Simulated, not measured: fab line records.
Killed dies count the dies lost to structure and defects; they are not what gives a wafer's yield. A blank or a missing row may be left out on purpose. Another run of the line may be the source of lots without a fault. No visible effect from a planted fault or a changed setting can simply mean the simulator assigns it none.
8D (eight disciplines) problem report, filled in by code || flow gf180mcu || the parts of the form that need people (team, actions taken, sign-off) are left out

== 1. THE PROBLEM ==
Mean POLY_GATE_OXIDATION_THK at GF_POLY_GATE_THK_MEAS_17: 5.71 nm over 6 wafers in 2 lots; fault-free wafers: 4.00 nm, standard deviation 0.075. That is +23 standard deviations from the usual mean.
Earliest sighting: wafer L980.3 on film_metro-03 at day 12 09:52. The record holds 33 wafers of 11 lots with a number at this step. By rule, "out" or "out of limits" means more than 4 standard deviations away from the usual mean. The other wafers with a number count as sound.

== 2. WHAT THIS IS AND IS NOT ==
{"question": "which readings at this step", "is": "POLY_GATE_OXIDATION_THK", "is not": "-"}
{"question": "which lots", "is": "L980, L981", "is not": "L971, L972, L977, L982, L983, L984, L987, L989, L993"}
{"question": "which wafers of those lots", "is": "all that have a number", "is not": "-"}
{"question": "read on which gauges", "is": "film_metro-02, film_metro-03", "is not": "film_metro-04"}
{"question": "when", "is": "from day 12 09:52", "is not": "up to then (9 sound wafers); but 18 sound wafers of L982, L983, L984, L987, L989, L993 came after"}

== 3. SUSPECTS, AND WHAT RULES EACH OUT ==
Counting: a tool at any process step up to the reading remains a suspect when it ran all the lots that are out and ran no sound lot after the first of those.
- the gauge at GF_POLY_GATE_THK_MEAS_17 is ruled out. Those wafers that are out were read across 2 gauges (film_metro-02, film_metro-03).
- furnace-01 at GF_POLY_GATE_OXIDATION_16 (stabilise 600 s, purge 300 s, target thk 4 nm): ruled out as a lasting fault. Sound lots L993 ran on it after its first lot that is out, L980 (day 12 08:36).
Left after counting: nothing in the record.

== 4. THE CAUSE (what the simulator had put in) ==
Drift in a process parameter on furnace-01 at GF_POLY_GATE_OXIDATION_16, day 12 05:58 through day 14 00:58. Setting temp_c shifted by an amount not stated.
The count ruled it out by mistake, since the rule takes a fault to strike every lot its tool runs from the start of the fault on, and this one did not do so.

== 5. SEQUENCE OF EFFECTS, ordered by route ==
Each row: a reading where the mean over the struck wafers with a number is more than 3 standard deviations away from the usual. Readings are gone through only where the record gives a usual standard deviation; hours: the median, over the lots, of the time from a lot's start at the first step in this table giving one to that lot's start at this step; sigmas: the change measured in usual standard deviations.
{"hours": 0, "step": "GF_POLY_GATE_OXIDATION_16", "reading": "spike_tc_bottom_C", "usual": "867 C", "on struck wafers": 888, "change": "+21", "sigmas": "+3.6"}
{"hours": 0, "step": "GF_POLY_GATE_OXIDATION_16", "reading": "spike_tc_centre_C", "usual": "849.5 C", "on struck wafers": 879.3, "change": "+29.8", "sigmas": "+21"}
{"hours": 0, "step": "GF_POLY_GATE_OXIDATION_16", "reading": "spike_tc_lower_C", "usual": "850.8 C", "on struck wafers": 879.7, "change": "+28.9", "sigmas": "+26"}
{"hours": 0, "step": "GF_POLY_GATE_OXIDATION_16", "reading": "spike_tc_top_C", "usual": "861.7 C", "on struck wafers": 887.5, "change": "+25.8", "sigmas": "+15"}
{"hours": 0, "step": "GF_POLY_GATE_OXIDATION_16", "reading": "spike_tc_upper_C", "usual": "850.6 C", "on struck wafers": 879.0, "change": "+28.4", "sigmas": "+28"}
{"hours": 0, "step": "GF_POLY_GATE_OXIDATION_16", "reading": "tube_center_temp_C", "usual": "850 C", "on struck wafers": 878, "change": "+28", "sigmas": "+99 or more"}
{"hours": 0, "step": "GF_POLY_GATE_OXIDATION_16", "reading": "tube_center_temp_C_max", "usual": 852.2, "on struck wafers": 880.5, "change": "+28.3", "sigmas": "+81"}
{"hours": 1, "step": "GF_POLY_GATE_THK_MEAS_17", "reading": "POLY_GATE_OXIDATION_THK", "usual": "4.00 nm", "on struck wafers": 5.71, "change": "+1.71", "sigmas": "+23"}
Here are the process steps it includes:
- GF_POLY_GATE_OXIDATION_16: stabilise 600 s, purge 300 s, target thk 4 nm.

== 6. WHAT WOULD HAVE CAUGHT IT SOONER ==
4 hours passed between the start of the fault at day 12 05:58 and the first reading out of limits at a measuring or inspecting step in this record, taken at day 12 09:52.
At GF_POLY_GATE_OXIDATION_16, the tool's own readings (spike_tc_centre_C, spike_tc_lower_C, spike_tc_top_C, spike_tc_upper_C, tube_center_temp_C, tube_center_temp_C_max) were out on each struck wafer the step has a row for, so an alarm limit on them would have fired on the first such wafer.
